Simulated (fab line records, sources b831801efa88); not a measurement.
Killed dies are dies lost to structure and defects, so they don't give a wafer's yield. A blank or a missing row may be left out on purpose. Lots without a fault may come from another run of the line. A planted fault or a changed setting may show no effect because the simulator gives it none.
fab line records | flow sky130 | part 1 of 2: steps 1 to 26 of 35
record lots=5 wafers=15 last_day=50
route steps=708 shown SD_N@349 SD_P@359 RES_XHIGH@360 SALICIDE@361 LI_CONTACT@362
lots that met no fault: from a run of the same line without faults
start_h: hours from the record's first day to the start of the lot's first wafer shown | wait_h: hours since the lot's step before | " the same as in the row above | L1.1+2: a row that stands for several wafers | - no value, or no start given | * or withheld: withheld | < > ~ a bound
route shown NAME@n: a module of which the file shows steps, and the number in the route of the first | usual: mean/standard deviation of fault-free wafers | same: alike in all rows | chamber/n: place in a boat | sites: the reading at each site | _std_site: their standard deviation | _edge_site: outer sites' mean less inner sites' | radius_mm: how far each site lies from the wafer's centre | mask NAME#n: copy n | behind: the tool/chamber that last shaped the wafer | hold: why the lot was held/for how many hours/how that ended | device: the transistor (n, p or np) that didn't switch | end of line: the same wafers' tests at the end of the route | a step without rows: its recipe alone | killed: dies lost to structure and defects at the first sort, not the wafer's yield | map: a wafer's dies, x killed, . not, _ none there
set.NAME: the setting as run; set.NAME@STEP: as run at that earlier step | model.NAME: the simulator's own value behind a step, which no gauge read
lots at some steps of the route; a table a step, a row a wafer
services: from which hour (start_h, from the record's first day; less than 0 if before it) a tool's chamber was out of use, for how many hours, and why
## steps
# step SKY_SD_N_CD_MEAS_07
# recipe target_cd_nm=380
# usual cd_nm=380.0/2.4
# columns lot.wafer tool chamber start_h wait_h cd_nm
L075.2 cd_sem-01 - 654.89 0.1 378.3
L075.3 " - " " 379.6
L075.6 " - " " 379.1
L077.1 cd_sem-02 - 698.91 0.1 383.6
L077.2 " - " " 382.9
L077.6 " - " " 383.3
L093.1 cd_sem-01 - 794.87 0.1 380.7
L093.4 " - " " 379.8
L093.5 " - " " 379.3
L094.1 cd_sem-01 - 807.80 0.1 384.3
L094.3 " - " " 383.3
L094.4 " - " " 384.7
L097.2 cd_sem-01 - 811.08 0.1 383.5
L097.4 " - " " 379.0
L097.6 " - " " 382.1
# step SKY_SD_N_OVL_MEAS_08
# usual SD_N_OVL=-1.0/1.4
# columns lot.wafer tool chamber start_h wait_h SD_N_OVL[nm]
L075.2 overlay-01 - 655.00 0.1 0.7
L075.3 " - " " -0.5
L075.6 " - " " 0.8
L077.1 overlay-01 - 699.03 0.1 -0.8
L077.2 " - " " 0.3
L077.6 " - " " -1.6
L093.1 overlay-01 - 794.99 0.1 -0.4
L093.4 " - " " 0.4
L093.5 " - " " -1.0
L094.1 overlay-02 - 807.92 0.1 -0.5
L094.3 " - " " -1.0
L094.4 " - " " -1.6
L097.2 overlay-02 - 811.19 0.1 -3.2
L097.4 " - " " -3.3
L097.6 " - " " -2.1
# step SKY_SD_N_IMPLANT_09
# recipe species=As energy_kev=50 dose_cm2=4e+15 tilt_deg=0
# columns lot.wafer tool chamber start_h wait_h
L075.2+3+6 implanter-04 0 655.07 0.1
L077.1+2+6 implanter-03 0 699.07 0.0
L093.1+4+5 implanter-03 0 795.03 0.0
L094.1+3+4 implanter-04 0 807.96 0.0
L097.2+4+6 implanter-04 0 811.25 0.0
# step SKY_SD_N_IMPLANT_10
# recipe species=P energy_kev=20 dose_cm2=1e+14 tilt_deg=0
# columns lot.wafer tool chamber start_h wait_h
L075.2+3+6 implanter-04 0 655.22 0.1
L077.1+2+6 implanter-03 0 699.22 0.1
L093.1+4+5 implanter-03 0 795.18 0.1
L094.1+3+4 implanter-04 0 808.11 0.1
L097.2+4+6 implanter-04 0 811.40 0.1
# step SKY_SD_N_STRIP_11
# recipe chemistry=O2/N2 power_w=1400 pressure_mtorr=1500 platen_temp_c=withheld o2_flow_sccm=3000 n2_flow_sccm=300 overash_fraction=0.5
# usual chamber_pressure_mTorr=1500.0/1.3 drypump_motor_current_A=5.8/0.59 oes_product_au=0.527/0.0043 strip_time_to_endpoint_s=22.56/0.04
# columns lot.wafer tool chamber start_h wait_h chamber_pressure_mTorr drypump_motor_current_A oes_product_au rf_hours_counter_h strip_time_to_endpoint_s
L075.2 plasma_asher-04 1 655.35 0.1 1498.6 5.0 0.530 78 22.52
L075.3 " 0 " " 1500.6 6.7 0.529 - 22.51
L075.6 " 1 " " 1498.7 5.0 0.518 - 22.53
L077.1 plasma_asher-04 1 699.37 0.1 1500.1 5.0 0.530 83 22.59
L077.2 " 0 " " 1500.2 6.7 0.522 83 22.52
L077.6 " 1 " " 1500.2 5.0 0.525 - 22.53
L093.1 plasma_asher-04 1 795.33 0.1 1501.3 5.0 0.527 92 22.55
L093.4 " 1 " " 1501.2 5.0 0.533 - 22.56
L093.5 " 1 " " 1502.3 5.0 0.524 - 22.53
L094.1 plasma_asher-04 1 808.26 0.1 1500.0 5.0 0.530 93 22.61
L094.3 " 0 " " 1499.6 6.7 0.526 - 22.59
L094.4 " 1 " " 1500.2 5.0 0.525 - 22.61
L097.2 plasma_asher-04 1 811.52 0.1 1499.4 5.0 0.528 94 22.66
L097.4 " 0 " " 1499.4 6.7 0.525 - 22.65
L097.6 " 1 " " 1501.6 5.0 0.526 - 22.63
# step SKY_SD_N_TW_MEAS_12
# usual SD_N_TW=3978/29
# columns lot.wafer tool chamber start_h wait_h SD_N_TW
L075.2 film_metro-04 - 655.46 0.1 4003
L075.3 " - " " 3977
L075.6 " - " " 4022
L077.1 film_metro-04 - 699.47 0.1 4005
L077.2 " - " " 3982
L077.6 " - " " 4011
L093.1 film_metro-03 - 795.43 0.1 3985
L093.4 " - " " 3978
L093.5 " - " " 3993
L094.1 film_metro-01 - 808.36 0.1 4036
L094.3 " - " " 4029
L094.4 " - " " 4019
L097.2 film_metro-04 - 811.63 0.1 3994
L097.4 " - " " 4006
L097.6 " - " " 3995
# step SKY_SD_N_CLEAN_13
# recipe chemistry=SC1/SC2 mix=1:4:20 temp_c=70 time_s=150 dry=n2_spin
# columns lot.wafer tool chamber start_h wait_h
L075.2+3+6 wet_bench-01 3 655.51 0.0
L077.1+2+6 wet_bench-03 3 699.53 0.1
L093.1+4+5 wet_bench-04 3 795.49 0.1
L094.1+3+4 wet_bench-03 0 808.42 0.1
L097.2+4+6 wet_bench-01 1 811.68 0.0
# step SKY_SD_N_RTA_14
# recipe temp_c=1075 time_s=2 idle_temp_c=650 ramp_up_c_per_s=150 ramp_down_c_per_s=90 ambient=N2
# usual lamp_power_pct=15.73/0.056 wafer_temp_C_max=1078.2/1.4
# columns lot.wafer tool chamber start_h wait_h lamp_power_pct wafer_temp_C_max
L075.2 rtp_anneal-01 0 655.57 0.0 15.73 1081.6
L075.3 " 0 " " 15.75 1078.8
L075.6 " 0 " " 15.64 1077.8
L077.1 rtp_anneal-01 0 699.58 0.0 15.87 1081.7
L077.2 " 0 " " 15.73 1077.0
L077.6 " 0 " " 15.78 1079.9
L093.1 rtp_anneal-01 0 795.54 0.0 15.78 1078.2
L093.4 " 0 " " 15.70 1076.6
L093.5 " 0 " " 15.84 1077.1
L094.1 rtp_anneal-02 0 808.47 0.0 15.73 1079.2
L094.3 " 0 " " 15.75 1079.6
L094.4 " 0 " " 15.74 1081.4
L097.2 rtp_anneal-01 0 811.74 0.0 15.77 1078.1
L097.4 " 0 " " 15.78 1077.8
L097.6 " 0 " " 15.63 1077.5
# step SKY_SD_N_RS_MEAS_16
# recipe thk_meas_gauge=four-point-probe
# usual SD_N_RS=68.57/0.11
# columns lot.wafer tool chamber start_h wait_h SD_N_RS[ohm/sq]
L075.2 film_metro-03 - 655.76 0.1 68.64
L075.3 " - " " 68.38
L075.6 " - " " 68.52
L077.1 film_metro-03 - 699.75 0.1 68.78
L077.2 " - " " 68.73
L077.6 " - " " 68.48
L093.1 film_metro-04 - 795.71 0.1 68.44
L093.4 " - " " 68.42
L093.5 " - " " 68.36
L094.1 film_metro-03 - 808.64 0.1 68.62
L094.3 " - " " 68.66
L094.4 " - " " 68.72
L097.2 film_metro-03 - 811.92 0.1 68.44
L097.4 " - " " 68.65
L097.6 " - " " 68.47
# step SKY_SD_N_RS_MEAS_17
# recipe thk_meas_gauge=four-point-probe
# usual SD_P_RS=147.2/0.39
# columns lot.wafer tool chamber start_h wait_h SD_P_RS[ohm/sq]
L075.2 film_metro-03 - 655.88 0.1 147.0
L075.3 " - " " 146.4
L075.6 " - " " 146.6
L077.1 film_metro-03 - 699.87 0.1 147.6
L077.2 " - " " 147.4
L077.6 " - " " 147.7
L093.1 film_metro-04 - 795.83 0.1 146.4
L093.4 " - " " 146.4
L093.5 " - " " 146.6
L094.1 film_metro-03 - 808.76 0.1 147.1
L094.3 " - " " 147.3
L094.4 " - " " 147.5
L097.2 film_metro-03 - 812.04 0.1 146.6
L097.4 " - " " 147.1
L097.6 " - " " 147.3
# step SKY_SD_N_RS_MEAS_18
# recipe thk_meas_gauge=four-point-probe
# usual RES_XHIGH_RS=333.3/1.4
# columns lot.wafer tool chamber start_h wait_h RES_XHIGH_RS[ohm/sq]
L075.2 film_metro-03 - 656.00 0.1 333.6
L075.3 " - " " 334.3
L075.6 " - " " 332.4
L077.1 film_metro-03 - 699.99 0.1 333.4
L077.2 " - " " 334.5
L077.6 " - " " 335.0
L093.1 film_metro-04 - 795.95 0.1 335.4
L093.4 " - " " 334.1
L093.5 " - " " 334.2
L094.1 film_metro-03 - 808.88 0.1 331.7
L094.3 " - " " 333.5
L094.4 " - " " 333.1
L097.2 film_metro-03 - 812.16 0.1 334.3
L097.4 " - " " 333.2
L097.6 " - " " 334.7
# step SKY_SALICIDE_CLEAN_00
# recipe chemistry=HF-last time_s=30 dilution=100:1 dry=ipa_marangoni
# columns lot.wafer tool chamber start_h wait_h
L075.2+3+6 wet_bench-01 1 656.10 0.1
L077.1+2+6 wet_bench-02 3 700.11 0.1
L093.1+4+5 wet_bench-01 3 796.07 0.1
L094.1+3+4 wet_bench-04 3 809.00 0.1
L097.2+4+6 wet_bench-02 3 812.26 0.1
# step SKY_LI_CONTACT_HDPCVD_00
# recipe material=PSG target_thk_nm=930 sigma_open_frac=0.3 time_s=155 temp_c=600 sih4_flow_sccm=60 pressure_mtorr=6
# columns lot.wafer tool chamber start_h wait_h
L075.2+3+6 hdpcvd-01 0,2,1 656.12 0.0
L077.1+2+6 hdpcvd-02 1,2,1 700.13 0.0
L093.1+4+5 hdpcvd-01 1,1,0 796.09 0.0
L094.1+3+4 hdpcvd-02 2,1,1 809.02 0.0
L097.2+4+6 hdpcvd-01 2,2,1 812.28 0.0
# step SKY_LI_CONTACT_THK_MEAS_01
# recipe reads=PSG_of_LI_CONTACT_HDPCVD_00
# usual LI_CONTACT_HDPCVD_THK=937/8.2
# columns lot.wafer tool chamber start_h wait_h LI_CONTACT_HDPCVD_THK[nm]
L075.2 film_metro-04 - 656.23 0.1 940
L075.3 " - " " 928
L075.6 " - " " 942
L077.1 film_metro-04 - 700.23 0.1 939
L077.2 " - " " 944
L077.6 " - " " 945
L093.1 film_metro-04 - 796.19 0.1 936
L093.4 " - " " 932
L093.5 " - " " 950
L094.1 film_metro-03 - 809.12 0.1 933
L094.3 " - " " 942
L094.4 " - " " 936
L097.2 film_metro-04 - 812.39 0.1 943
L097.4 " - " " 940
L097.6 " - " " 925
# step SKY_LI_CONTACT_CMP_02
# recipe material=PSG down_force_psi=4 platen_rpm=60 pad_velocity_m_s=0.94248
# usual motor_current_A=11.6/1.4 time_to_endpoint_s=34/3.5
# columns lot.wafer tool chamber start_h wait_h motor_current_A time_to_endpoint_s
L075.2 cmp-01 2 656.28 0.0 13.1 32
L075.3 " 0 " " 14.0 38
L075.6 " 3 " " 11.0 32
L077.1 cmp-02 2 700.29 0.1 12.0 40
L077.2 " 3 " " 12.0 33
L077.6 " 3 " " 12.0 32
L093.1 cmp-01 0 796.30 0.1 13.4 38
L093.4 " 2 " " 13.5 30
L093.5 " 3 " " 11.8 31
L094.1 cmp-02 1 809.32 0.2 8.8 31
L094.4 " 2 " " 11.7 37
L094.3 " 3 " " 12.2 32
L097.4 cmp-01 3 812.44 0.0 11.2 30
L097.2 " 0 " " 13.6 36
L097.6 " 3 " " 11.0 28
# step SKY_LI_CONTACT_BOW_MEAS_03
# recipe mode=bow
# usual LI_CONTACT_BOW=56/6.7
# columns lot.wafer tool chamber start_h wait_h LI_CONTACT_BOW[um]
L075.2 film_metro-03 - 656.60 0.3 51
L075.3 " - " " 53
L075.6 " - " " 53
L077.1 film_metro-03 - 700.59 0.2 49
L077.2 " - " " 46
L077.6 " - " " 57
L093.1 film_metro-03 - 796.55 0.2 51
L093.4 " - " " 51
L093.5 " - " " 53
L094.1 film_metro-04 - 809.57 0.2 58
L094.3 " - " " 64
L094.4 " - " " 59
L097.2 film_metro-01 - 812.76 0.2 67
L097.4 " - " " 50
L097.6 " - " " 55
# step SKY_LI_CONTACT_DEHYDRATE_04
# recipe temp_c=200 time_s=60
# usual exhaust_pa=44.8/0.85
# columns lot.wafer tool chamber start_h wait_h exhaust_pa
L075.2 litho_track-03 0 669.14 12.5 45.6
L075.3 " 0 " " 46.2
L075.6 " 0 " " 45.1
L077.1 litho_track-03 0 713.27 12.7 44.2
L077.2 " 0 " " 44.7
L077.6 " 0 " " 45.0
L093.1 litho_track-03 0 810.12 13.5 45.2
L093.4 " 0 " " 45.7
L093.5 " 0 " " 44.9
L094.1 litho_track-04 0 820.61 11.0 44.6
L094.3 " 0 " " 43.9
L094.4 " 0 " " 44.7
L097.2 litho_track-03 0 824.24 11.5 44.3
L097.4 " 0 " " 44.6
L097.6 " 0 " " 43.8
# step SKY_LI_CONTACT_HMDS_05
# recipe prime_time_s=60 prime_temp_c=120
# usual exhaust_pa=45.0/0.95
# same prime_time_s=60
# columns lot.wafer tool chamber start_h wait_h exhaust_pa
L075.2 litho_track-03 0 669.29 0.1 46.2
L075.3 " 0 " " 46.5
L075.6 " 0 " " 45.1
L077.1 litho_track-03 0 713.42 0.1 44.6
L077.2 " 0 " " 46.2
L077.6 " 0 " " 44.5
L093.1 litho_track-03 0 810.27 0.1 46.7
L093.4 " 0 " " 46.2
L093.5 " 0 " " 45.6
L094.1 litho_track-04 0 820.76 0.1 46.1
L094.3 " 0 " " 45.3
L094.4 " 0 " " 44.5
L097.2 litho_track-03 0 824.39 0.1 44.0
L097.4 " 0 " " 45.3
L097.6 " 0 " " 43.2
# step SKY_LI_CONTACT_COAT_06
# recipe resist=BARC temp_c=withheld time_s=withheld spin_rpm=3000 resist_thk_nm=60
# usual dispense_pressure_kPa=47.1/2.1 exhaust_pa=45.1/0.75
# columns lot.wafer tool chamber start_h wait_h dispense_pressure_kPa exhaust_pa
L075.2 litho_track-03 0 669.44 0.1 47.4 45.1
L075.3 " 0 " " 47.5 45.6
L075.6 " 0 " " 47.4 46.4
L077.1 litho_track-03 0 713.57 0.1 47.4 45.2
L077.2 " 0 " " 47.5 44.1
L077.6 " 0 " " 47.4 44.8
L093.1 litho_track-03 0 810.42 0.1 47.4 44.7
L093.4 " 0 " " 47.4 44.7
L093.5 " 0 " " 47.4 44.2
L094.1 litho_track-04 0 820.91 0.1 43.9 45.2
L094.3 " 0 " " 43.9 44.2
L094.4 " 0 " " 43.9 45.4
L097.2 litho_track-03 0 824.54 0.1 47.4 44.8
L097.4 " 0 " " 47.4 44.3
L097.6 " 0 " " 47.4 45.1
# step SKY_LI_CONTACT_COAT_07
# recipe resist=KrF-thick spin_rpm=3000 resist_thk_nm=450
# usual dispense_pressure_kPa=47.2/2.1 exhaust_pa=45.0/0.89
# columns lot.wafer tool chamber start_h wait_h dispense_pressure_kPa exhaust_pa
L075.2 litho_track-03 0 - - 47.4 44.0
L075.3 " 0 " " 47.4 42.9
L075.6 " 0 " " 47.4 44.6
L077.1 litho_track-03 0 - - 47.3 45.5
L077.2 " 0 " " 47.3 43.6
L077.6 " 0 " " 47.3 43.8
L093.1 litho_track-03 0 - - 47.5 45.1
L093.4 " 0 " " 47.5 45.1
L093.5 " 0 " " 47.5 44.6
L094.1 litho_track-04 0 - - 43.9 45.1
L094.3 " 0 " " 43.9 45.5
L094.4 " 0 " " 43.9 45.9
L097.2 litho_track-03 0 - - 47.5 44.6
L097.4 " 0 " " 47.5 44.9
L097.6 " 0 " " 47.5 46.0
# step SKY_LI_CONTACT_SOFTBAKE_08
# recipe temp_c=100 time_s=90 resist=KrF-thick
# usual exhaust_pa=45.1/0.99
# columns lot.wafer tool chamber start_h wait_h exhaust_pa
L075.2 litho_track-03 0 - - 45.6
L075.3 " 0 " " 45.9
L075.6 " 0 " " 46.0
L077.1 litho_track-03 0 - - 45.6
L077.2 " 0 " " 46.0
L077.6 " 0 " " 45.2
L093.1 litho_track-03 0 - - 44.6
L093.4 " 0 " " 44.8
L093.5 " 0 " " 45.7
L094.1 litho_track-04 0 - - 45.8
L094.3 " 0 " " 44.5
L094.4 " 0 " " 45.1
L097.2 litho_track-03 0 - - 44.0
L097.4 " 0 " " 42.4
L097.6 " 0 " " 43.6
# step SKY_LI_CONTACT_EXPOSE_09
# recipe mask_id=LICM1 na=0.8 source_shape=annular sigma_inner=0.55 sigma_outer=0.85 target_cd_nm=170 dose_mj=38
# usual exposure_dose_mJ_cm2=37.95/0.039 reticle_temp_C=23.00/0.11
# columns lot.wafer tool chamber start_h wait_h mask exposure_dose_mJ_cm2 reticle_temp_C
L075.2 krf_scanner-02 0 - - LICM1#0 37.93 23.00
L075.3 " 0 " " LICM1#0 37.94 22.95
L075.6 " 0 " " LICM1#0 37.95 22.98
L077.1 krf_scanner-02 0 - - LICM1#0 38.00 22.99
L077.2 " 0 " " LICM1#0 37.98 23.00
L077.6 " 0 " " LICM1#0 37.97 23.18
L093.1 krf_scanner-02 0 - - LICM1#0 37.92 23.05
L093.4 " 0 " " LICM1#0 37.99 23.04
L093.5 " 0 " " LICM1#0 37.99 23.07
L094.1 krf_scanner-02 0 - - LICM1#0 37.98 22.89
L094.3 " 0 " " LICM1#0 37.93 22.77
L094.4 " 0 " " LICM1#0 37.98 22.82
L097.2 krf_scanner-02 0 - - LICM1#0 37.93 22.66
L097.4 " 0 " " LICM1#0 37.93 22.86
L097.6 " 0 " " LICM1#0 37.93 22.90
# step SKY_LI_CONTACT_PEB_10
# recipe peb_temp_c=withheld peb_time_s=withheld resist=KrF-thick
# usual exhaust_pa=45.2/0.8
# columns lot.wafer tool chamber start_h wait_h exhaust_pa
L075.2 litho_track-04 0 - - 45.6
L075.3 " 0 " " 45.7
L075.6 " 0 " " 46.0
L077.1 litho_track-03 0 - - 45.5
L077.2 " 0 " " 44.9
L077.6 " 0 " " 43.9
L093.1 litho_track-03 0 - - 43.8
L093.4 " 0 " " 43.7
L093.5 " 0 " " 45.2
L094.1 litho_track-03 0 - - 44.8
L094.3 " 0 " " 44.9
L094.4 " 0 " " 46.6
L097.2 litho_track-01 0 - - 46.6
L097.4 " 0 " " 45.7
L097.6 " 0 " " 47.6
# step SKY_LI_CONTACT_DEVELOP_11
# recipe develop_time_s=60 resist=KrF-thick dev_temp_c=21
# usual exhaust_pa=45.0/0.82
# columns lot.wafer tool chamber start_h wait_h exhaust_pa
L075.2 litho_track-04 0 - - 44.1
L075.3 " 0 " " 45.5
L075.6 " 0 " " 45.1
L077.1 litho_track-03 0 - - 45.2
L077.2 " 0 " " 45.6
L077.6 " 0 " " 45.6
L093.1 litho_track-03 0 - - 44.6
L093.4 " 0 " " 44.0
L093.5 " 0 " " 45.2
L094.1 litho_track-03 0 - - 42.9
L094.3 " 0 " " 43.2
L094.4 " 0 " " 45.7
L097.2 litho_track-01 0 - - 44.8
L097.4 " 0 " " 44.7
L097.6 " 0 " " 45.6
# step SKY_LI_CONTACT_CD_MEAS_12
# recipe target_cd_nm=170
# usual cd_nm=169.9/1.3
# columns lot.wafer tool chamber start_h wait_h cd_nm
L075.2 cd_sem-02 - 683.58 - 170.4
L075.3 " - " " 171.4
L075.6 " - " " 170.2
L077.1 cd_sem-02 - 727.82 - 168.2
L077.2 " - " " 168.8
L077.6 " - " " 170.7
L093.1 cd_sem-02 - 823.07 - 170.9
L093.4 " - " " 170.2
L093.5 " - " " 171.7
L094.1 cd_sem-01 - 835.47 - 169.9
L094.3 " - " " 168.3
L094.4 " - " " 170.4
L097.2 cd_sem-02 - 838.72 - 172.5
L097.4 " - " " 171.5
L097.6 " - " " 169.4
# step SKY_LI_CONTACT_OVL_MEAS_13
# usual LI_CONTACT_OVL=-4/5.4
# columns lot.wafer tool chamber start_h wait_h LI_CONTACT_OVL[nm]
L075.2 overlay-01 - 683.69 0.1 -2
L075.3 " - " " -6
L075.6 " - " " -5
L077.1 overlay-01 - 727.94 0.1 -5
L077.2 " - " " -3
L077.6 " - " " -14
L093.1 overlay-01 - 823.19 0.1 2
L093.4 " - " " 1
L093.5 " - " " 1
L094.1 overlay-02 - 835.59 0.1 3
L094.3 " - " " -6
L094.4 " - " " -8
L097.2 overlay-02 - 838.83 0.1 -6
L097.4 " - " " -7
L097.6 " - " " 0
